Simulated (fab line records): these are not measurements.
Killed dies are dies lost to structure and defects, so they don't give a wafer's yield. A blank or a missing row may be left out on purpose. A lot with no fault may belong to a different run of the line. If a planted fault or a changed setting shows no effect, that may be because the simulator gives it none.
A struck lot beside a sound one || flow sky130 || 14 out of 708 route steps
Sound: the wafers L103.1, L103.2, L103.4. Struck: wafers L109.1, L109.3, L109.6. The cause is named last.
At each step with rows: each side's tool, then ch and its chambers, then its first start. Under that, the readings that differ: sound wafers || struck wafers || difference of the means || sigmas: that difference in standard deviations of wafers without a fault.
alike: readings with means less than 2 such deviations apart, plus words and numbers identical on both sides. not compared: withheld readings, readings lacking a value on some wafer, bounds such as >300 that could conceal the same value, and numbers that have no deviation in the record and whose values overlap.
The two part at a step that has a row with sigmas, a row that says differs or no value, or rows on one side only. Non-overlapping numbers with no deviation appear without sigmas and do not part them. A reading missing from all wafers of one side parts the sides only when that side holds two or more wafers.

SKY_FIELD_ISO_BOW_MEAS_00:
  sound on film-metro-02, day 2 11:00; struck on film-metro-03, day 3 17:00
  alike: INCOMING_BOW
then, 1 step without rows for these wafers: SKY_FIELD_ISO_OXIDATION_01 (stabilise 600 s, purge 300 s, target thk 12 nm).
SKY_FIELD_ISO_THK_MEAS_02:
  sound on film-metro-02, day 2 13:33; struck on film-metro-04, day 3 21:26
  alike: FIELD_ISO_OXIDATION_00_THK
then, 1 step without rows for these wafers: SKY_FIELD_ISO_CVD_03 (deposits Si3N4 from DCS/NH3, target thk 165 nm, time 2830 s).
SKY_FIELD_ISO_THK_MEAS_04:
  sound on film-metro-04, day 2 15:24; struck on film-metro-02, day 3 23:17
{"reading": "FIELD_ISO_CVD_03_THK (nm)", "sound": "167.8 166.9 167.7", "struck": "164.1 164.4 163.1", "difference": -3.6, "sigmas": -2}
then, 7 steps without rows for these wafers: SKY_FIELD_ISO_DEHYDRATE_05 (time 60 s); SKY_FIELD_ISO_HMDS_06 (prime time 60 s); SKY_FIELD_ISO_COAT_07 (resist thk 60 nm); SKY_FIELD_ISO_COAT_08 (resist thk 450 nm); SKY_FIELD_ISO_SOFTBAKE_09 (time 90 s); SKY_FIELD_ISO_EXPOSE_10 (exposes mask FOM, target cd 150 nm); SKY_FIELD_ISO_PEB_11.
SKY_FIELD_ISO_DEVELOP_12: develop time 60 s.
  struck on litho-track-03, day 4 15:00; sound on litho-track-01 ch 0, day 3 06:00
  no value came back on the struck wafers for chill-plate-temp-C (C), develop-time-s (s); on the sound wafers chill-plate-temp-C (C) reads 22.95 22.94 23.22
{"reading": "model.KrF-thick_of_FIELD_ISO_COAT_08.thk-nm (nm)", "sound": "436.4 434.7 435", "struck": "448.9 448.8 448", "difference": "+13.2", "sigmas": ""}
SKY_FIELD_ISO_CD_MEAS_13 targets a cd of 150 nm.
  sound on cd-sem-01, day 3 06:32; struck on cd-sem-01, day 4 15:34
{"reading": "cd-nm (nm)", "sound": "150.9 149.8 151.4", "struck": "- - -", "difference": "no value on the struck wafers", "sigmas": ""}

## WHERE THEY PART
First at SKY_FIELD_ISO_THK_MEAS_04; last, within this record, at SKY_FIELD_ISO_CD_MEAS_13.

WHY: what the simulator had put in
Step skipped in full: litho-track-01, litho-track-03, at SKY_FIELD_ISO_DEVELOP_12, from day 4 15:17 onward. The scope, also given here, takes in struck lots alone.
